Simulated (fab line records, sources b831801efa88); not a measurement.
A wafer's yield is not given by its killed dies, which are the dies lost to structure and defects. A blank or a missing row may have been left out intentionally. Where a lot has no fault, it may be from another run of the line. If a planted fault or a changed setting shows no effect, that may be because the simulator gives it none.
Chamber matching -- flow sky130 -- SKY_VIA1_ETCH_14 on rie diel-03 has 4 sister chambers
The step etches BARC in N2/H2, stops on SiO2, time 45.9 s, target depth 60 nm. 14 wafers are shown with their chamber, then 7 later ones without.

WAFERS WITH THEIR CHAMBER
wafer,chamber,drypump motor current A (A),rf fwd power W (W),oes product au (a.u.)
L075.1,3,6.0,493.6,0.854
L075.3,1,6.1,495.1,0.858
L075.5,3,6.0,492.8,0.851
L077.4,0,5.7,492.5,0.854
L077.5,1,6.1,497.8,0.852
L077.6,0,5.6,493.3,0.855
L081.1,2,5.4,491.9,0.866
L081.3,3,6.0,494.3,0.850
L081.5,2,5.4,490.9,0.862
L083.1,1,6.1,498.3,0.851
L083.2,3,6.0,492.6,0.842
L083.4,2,5.4,492.5,0.862
L084.1,2,5.5,488.9,0.847
L084.2,1,6.0,497.2,0.851

SIGNATURES (means of the wafers above)
reading,chamber 0,chamber 1,chamber 2,chamber 3,scatter within a chamber
drypump motor current A,5.650,6.075,5.425,6.000,0.0447
rf fwd power W,492.900,497.100,491.050,493.325,1.25
oes product au,0.85450,0.85300,0.85925,0.84925,0.00569
Rule: for a wafer and a chamber, the distance is found by dividing, reading by reading, the gap between the wafer's reading and the chamber's mean by the reading's scatter, squaring, summing and taking the root. If the next closest chamber is less than 2 further off than the closest, the wafer can't be placed; otherwise it belongs to the closest. The scatter: the root of (the sum of the squares of (reading less its chamber's mean) over the shown wafers, divided by (wafers less chambers)).

WAFERS MISSING THEIR CHAMBER
wafer,drypump motor current A (A),rf fwd power W (W),oes product au (a.u.)
L084.4,6.0,496.2,0.853
L086.2,5.6,493.8,0.856
L086.4,5.4,492.9,0.856
L086.6,5.4,490.6,0.859
L089.1,5.4,492.4,0.859
L089.3,5.6,493.4,0.853
L089.4,5.6,492.0,0.855

WHICH CHAMBER EACH WENT THROUGH
wafer,from the rows above,in truth
L084.4,can't be placed: 1 or 3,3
L086.2,0,0
L086.4,2,2
L086.6,2,2
L089.1,2,2
L089.3,0,0
L089.4,0,0
Correct placement for 6 of the 7. Unplaceable from these rows: 1, with the true chamber sitting among the candidates in 1. Number placed wrongly: 0.
